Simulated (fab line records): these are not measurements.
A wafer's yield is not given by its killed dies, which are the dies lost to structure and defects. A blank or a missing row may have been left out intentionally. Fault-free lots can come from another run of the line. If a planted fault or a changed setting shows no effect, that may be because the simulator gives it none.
fab line records	flow sky130
record: lots: 12	wafers: 36	last_day: 48
route steps=708 shown FIELD_ISO@2 PWDE@84 VT_ADJUST_HVTP@95 VT_ADJUST_NCORE@126
lots with no fault: from the same line, run without faults
start_h: the number of hours between the record's first day and the start of the first shown wafer of the lot	wait_h: time in hours since the lot's previous step	" repeats the value in the row above	L1.1+2: one row covering several wafers at once	- either no value or no given start	* or withheld: withheld	< > ~ a bound
route shown NAME@n: NAME is a module with steps in the file, n the number in the route of the first one	usual: mean/standard deviation of fault-free wafers	same: alike in all rows	chamber/n: place in a boat	sites: each site's reading	_std_site: standard deviation of those values	_edge_site: the outer-site mean with the inner-site mean subtracted	radius_mm: for every site, how far away it sits from the centre of the wafer	mask NAME#n: copy n	behind: the last tool/chamber to shape the wafer	hold: why the lot was held/for how many hours/how that ended	device: whichever transistor did not switch (one of n, p or np)	end of line: the same wafers' tests at the end of the route	for a step that has no rows: nothing shown but its recipe	killed: the dies lost at the first sort to structure and to defects; this is not the yield of the wafer	map: the dies of a wafer, with x for killed, . for not killed, _ for no die there
set.NAME: the run value of the setting; set.NAME@STEP: its run value at that earlier step	model.NAME: the simulator's own value behind a step, which no gauge read
the route's steps for a sample of lots (tables are steps, rows are wafers)
services: when a tool's chamber went out of use (start_h, in hours from the record's first day, below 0 if earlier), for how many hours, and the reason
== steps ==
step: SKY_FIELD_ISO_OXIDATION_01
recipe: temp_c: 900	ambient: O2	stabilise_s: 600	purge_s: 300	target_thk_a: 120	ox_time_s: 1843
usual: spike_tc_top_C: 908.4/1.3	zone_power_bottom_pct: 32/4.4
lot.wafer	tool	chamber	start_h	wait_h	spike_tc_top_C	zone_power_bottom_pct
L957.2	furnace-02	0	10.12	0.1	908.7	24
L957.3	"	0	"	"	910.4	24
L957.4	"	0	"	"	909.3	24
L958.1	furnace-01	0	15.12	0.1	906.6	34
L958.2	"	0	"	"	908.1	35
L958.3	"	0	"	"	908.4	34
L959.1	furnace-01	0	20.83	0.8	907.1	34
L959.3	"	0	"	"	906.9	34
L959.5	"	0	"	"	907.3	34
L960.2	furnace-01	0	26.41	1.4	907.4	34
L960.3	"	0	"	"	907.7	34
L960.5	"	0	"	"	906.8	34
L961.1	furnace-01	0	32.13	2.1	906.8	35
L961.2	"	0	"	"	908.7	34
L961.6	"	0	"	"	907.7	34
L962.4	furnace-01	0	41.90	6.8	907.9	34
L962.5	"	0	"	"	907.9	33
L962.6	"	0	"	"	908.4	34
L963.3	furnace-01	0	41.90	1.8	909.2	34
L963.4	"	0	"	"	910.2	33
L963.5	"	0	"	"	906.7	34
L964.1	furnace-01	0	51.84	6.8	908.4	34
L964.3	"	0	"	"	910.0	34
L964.6	"	0	"	"	907.9	34
L965.1	furnace-01	0	51.84	1.8	907.5	34
L965.3	"	0	"	"	910.2	34
L965.4	"	0	"	"	906.7	34
L966.3	furnace-01	0	57.75	2.7	909.0	34
L966.4	"	0	"	"	907.3	34
L966.5	"	0	"	"	907.5	34
L967.1	furnace-02	0	60.12	0.1	910.9	23
L967.5	"	0	"	"	908.5	24
L967.6	"	0	"	"	909.4	24
L968.1	furnace-01	0	66.95	1.9	908.4	34
L968.3	"	0	"	"	906.9	34
L968.4	"	0	"	"	907.6	34
step: SKY_FIELD_ISO_THK_MEAS_02
recipe: reads: SiO2_of_FIELD_ISO_OXIDATION_01
usual: FIELD_ISO_OXIDATION_00_THK: 12.02/0.24
lot.wafer	tool	chamber	start_h	wait_h	FIELD_ISO_OXIDATION_00_THK[nm]
L957.2	film_metro-02	-	11.64	0.0	11.90
L957.3	"	-	"	"	11.78
L957.4	"	-	"	"	11.92
L958.1	film_metro-02	-	16.63	0.0	11.90
L958.2	"	-	"	"	11.92
L958.3	"	-	"	"	11.92
L959.1	film_metro-04	-	22.35	0.0	11.93
L959.3	"	-	"	"	11.88
L959.5	"	-	"	"	11.90
L960.2	film_metro-01	-	27.93	0.0	11.55
L960.3	"	-	"	"	11.66
L960.5	"	-	"	"	11.42
L961.1	film_metro-04	-	33.64	0.0	11.80
L961.2	"	-	"	"	11.72
L961.6	"	-	"	"	11.96
L962.4	film_metro-04	-	43.44	0.0	11.91
L962.5	"	-	"	"	12.08
L962.6	"	-	"	"	11.92
L963.3	film_metro-04	-	43.49	0.1	12.19
L963.4	"	-	"	"	12.08
L963.5	"	-	"	"	12.23
L964.1	film_metro-01	-	53.35	0.0	12.23
L964.3	"	-	"	"	12.11
L964.6	"	-	"	"	12.39
L965.1	film_metro-01	-	53.41	0.1	11.88
L965.3	"	-	"	"	12.04
L965.4	"	-	"	"	11.85
L966.3	film_metro-04	-	59.28	0.0	10.15
L966.4	"	-	"	"	10.08
L966.5	"	-	"	"	10.08
L967.1	film_metro-04	-	61.63	0.0	12.07
L967.5	"	-	"	"	12.33
L967.6	"	-	"	"	12.45
L968.1	film_metro-04	-	68.47	0.0	9.96
L968.3	"	-	"	"	10.06
L968.4	"	-	"	"	10.10
step: SKY_NWELL_RS_MEAS_31
recipe: thk_meas_gauge: four-point-probe
usual: PWDE_RS: 5280/16
lot.wafer	tool	chamber	start_h	wait_h	PWDE_RS[ohm/sq]
L957.2	film_metro-02	-	119.01	0.1	5291
L957.3	"	-	"	"	5285
L957.4	"	-	"	"	5289
L958.1	film_metro-02	-	126.23	0.1	5284
L958.2	"	-	"	"	5291
L958.3	"	-	"	"	5291
L959.1	film_metro-02	-	127.70	0.1	5283
L959.3	"	-	"	"	5277
L959.5	"	-	"	"	5277
L960.2	film_metro-02	-	130.91	0.1	5279
L960.3	"	-	"	"	5289
L960.5	"	-	"	"	5274
L961.1	film_metro-03	-	133.08	0.1	5266
L961.2	"	-	"	"	5282
L961.6	"	-	"	"	5289
L962.4	film_metro-03	-	139.14	0.1	5290
L962.5	"	-	"	"	5275
L962.6	"	-	"	"	5269
L963.3	film_metro-03	-	144.27	0.1	5272
L963.4	"	-	"	"	5290
L963.5	"	-	"	"	5262
L964.1	film_metro-02	-	153.30	0.1	5291
L964.3	"	-	"	"	5287
L964.6	"	-	"	"	5300
L965.1	film_metro-02	-	157.30	0.1	5257
L965.3	"	-	"	"	5266
L965.4	"	-	"	"	5259
L966.3	film_metro-03	-	158.67	0.1	5311
L966.4	"	-	"	"	5319
L966.5	"	-	"	"	5304
L967.1	film_metro-02	-	164.14	0.1	5249
L967.5	"	-	"	"	5253
L967.6	"	-	"	"	5246
L968.1	film_metro-01	-	170.30	0.1	5285
L968.3	"	-	"	"	5275
L968.4	"	-	"	"	5277
step: SKY_VT_ADJUST_HVTP_STRIP_10
recipe: chemistry: O2/N2	power_w: 1400	pressure_mtorr: 1500	platen_temp_c: withheld	o2_flow_sccm: 3000	n2_flow_sccm: 300	overash_fraction: 0.5
usual: drypump_motor_current_A: 5.58/0.29	oes_product_au: 0.716/0.0046	strip_time_to_endpoint_s: 14.17/0.043
lot.wafer	tool	chamber	start_h	wait_h	drypump_motor_current_A	oes_product_au	rf_hours_counter_h	strip_time_to_endpoint_s
L957.2	plasma_asher-02	0	137.95	0.1	5.46	0.709	43	14.20
L957.3	"	0	"	"	5.46	0.716	-	14.15
L957.4	"	1	"	"	5.38	0.717	-	14.22
L958.1	plasma_asher-03	1	145.69	0.1	5.43	0.705	47	14.14
L958.2	"	0	"	"	5.49	0.718	47	14.14
L958.3	"	0	"	"	5.44	0.715	-	14.16
L959.1	plasma_asher-01	0	146.96	0.1	5.83	0.714	3	14.21
L959.3	"	0	"	"	5.84	0.721	-	14.23
L959.5	"	1	"	"	6.32	0.717	-	14.20
L960.2	plasma_asher-02	0	149.66	0.1	5.48	0.713	45	14.16
L960.3	"	1	"	"	5.37	0.714	-	14.18
L960.5	"	1	"	"	5.39	0.709	-	14.19
L961.1	plasma_asher-02	0	151.71	0.1	5.49	0.709	45	14.25
L961.2	"	1	"	"	5.37	0.712	45	14.27
L961.6	"	1	"	"	5.37	0.720	-	14.20
L962.4	plasma_asher-03	1	157.78	0.1	5.43	0.726	-	14.16
L962.5	"	0	"	"	5.48	0.707	-	14.17
L962.6	"	1	"	"	5.43	0.710	-	14.17
L963.3	plasma_asher-03	1	162.98	0.1	5.43	0.717	-	14.24
L963.4	"	0	"	"	5.45	0.715	-	14.21
L963.5	"	1	"	"	5.44	0.719	-	14.18
L964.1	plasma_asher-03	1	172.64	0.1	5.44	0.720	50	14.16
L964.3	"	1	"	"	5.42	0.720	-	14.16
L964.6	"	0	"	"	5.44	0.717	-	14.08
L965.1	plasma_asher-02	0	175.96	0.1	5.47	0.714	47	14.15
L965.3	"	0	"	"	5.48	0.718	-	14.19
L965.4	"	1	"	"	5.39	0.713	-	14.22
L966.3	plasma_asher-02	0	178.53	0.1	5.47	0.707	-	14.11
L966.4	"	1	"	"	5.37	0.719	-	14.11
L966.5	"	1	"	"	5.37	0.715	-	14.09
L967.1	plasma_asher-02	0	184.21	0.1	5.48	0.716	48	14.18
L967.5	"	0	"	"	5.47	0.722	-	14.23
L967.6	"	1	"	"	5.36	0.712	-	14.17
L968.1	plasma_asher-02	1	190.55	0.1	5.35	0.719	48	14.14
L968.3	"	0	"	"	5.48	0.722	-	14.12
L968.4	"	1	"	"	5.37	0.715	-	14.11
step: SKY_VT_ADJUST_NCORE_CD_MEAS_07
recipe: target_cd_nm: 380
usual: cd_nm: 380.9/2.7
lot.wafer	tool	chamber	start_h	wait_h	cd_nm
L957.2	cd_sem-02	-	196.12	0.1	382.8
L957.3	"	-	"	"	381.7
L957.4	"	-	"	"	380.3
L958.1	cd_sem-02	-	204.70	0.1	382.8
L958.2	"	-	"	"	382.3
L958.3	"	-	"	"	380.4
L959.1	cd_sem-02	-	206.20	0.1	385.8
L959.3	"	-	"	"	383.7
L959.5	"	-	"	"	384.9
L960.2	cd_sem-01	-	209.57	0.1	376.3
L960.3	"	-	"	"	372.6
L960.5	"	-	"	"	376.8
L961.1	cd_sem-01	-	211.39	0.1	381.2
L961.2	"	-	"	"	384.8
L961.6	"	-	"	"	385.1
L962.4	cd_sem-01	-	219.57	0.2	385.3
L962.5	"	-	"	"	381.8
L962.6	"	-	"	"	383.6
L963.3	cd_sem-02	-	224.18	0.1	378.3
L963.4	"	-	"	"	380.5
L963.5	"	-	"	"	379.8
L964.1	cd_sem-01	-	236.74	0.1	382.2
L964.3	"	-	"	"	381.4
L964.6	"	-	"	"	381.3
L965.1	cd_sem-02	-	240.65	0.1	378.6
L965.3	"	-	"	"	380.1
L965.4	"	-	"	"	378.3
L966.3	cd_sem-02	-	244.74	0.1	385.5
L966.4	"	-	"	"	386.4
L966.5	"	-	"	"	387.6
L967.1	cd_sem-02	-	249.19	0.1	380.4
L967.5	"	-	"	"	380.9
L967.6	"	-	"	"	382.3
L968.1	cd_sem-02	-	256.99	0.1	380.2
L968.3	"	-	"	"	381.5
L968.4	"	-	"	"	380.9
== services ==
tool	chamber	start_h	hours	kind
furnace-01	-	-8.07	1.8	pm
furnace-02	-	20.03	3.4	pm
furnace-02	-	25.55	23.6	repair
plasma_asher-02	-	48.78	2.1	repair
plasma_asher-01	-	108.75	9.0	pm
plasma_asher-01	0	108.75	9.0	vent_cycle
plasma_asher-01	1	108.75	9.0	vent_cycle
plasma_asher-01	0	117.75	-	clean
plasma_asher-01	1	117.75	-	clean
furnace-01	-	151.84	4.2	pm
== key ==
first_sign: step: SKY_FIELD_ISO_THK_MEAS_02	reading: FIELD_ISO_OXIDATION_00_THK	direction: down	sigmas: 8.2	usual: 12.02	struck: 10.07
effect none on later readings
met_at SKY_FIELD_ISO_OXIDATION_01
struck_lots L966,L968
tester_left_out L966,L968
not_acting_at SKY_NWELL_RS_MEAS_31,SKY_VT_ADJUST_HVTP_STRIP_10,SKY_VT_ADJUST_NCORE_CD_MEAS_07
onset_between 51.84 57.75
fault: kind: process_parameter_drift	tool: furnace-01	chamber: -	onset_h: 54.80	steps: SKY_FIELD_ISO_OXIDATION_01	channel: ox_time_s	offset: *	shape: step	end_h: 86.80	acts_in: *	stated: *
tester_left_out: of these lots the tester's yield and bins aren't shown, on N5 and GAA mostly nor the transistor test; their killed dies are dies lost to structure and defects alone, not to doping, threshold or leakage, so they don't give the yield
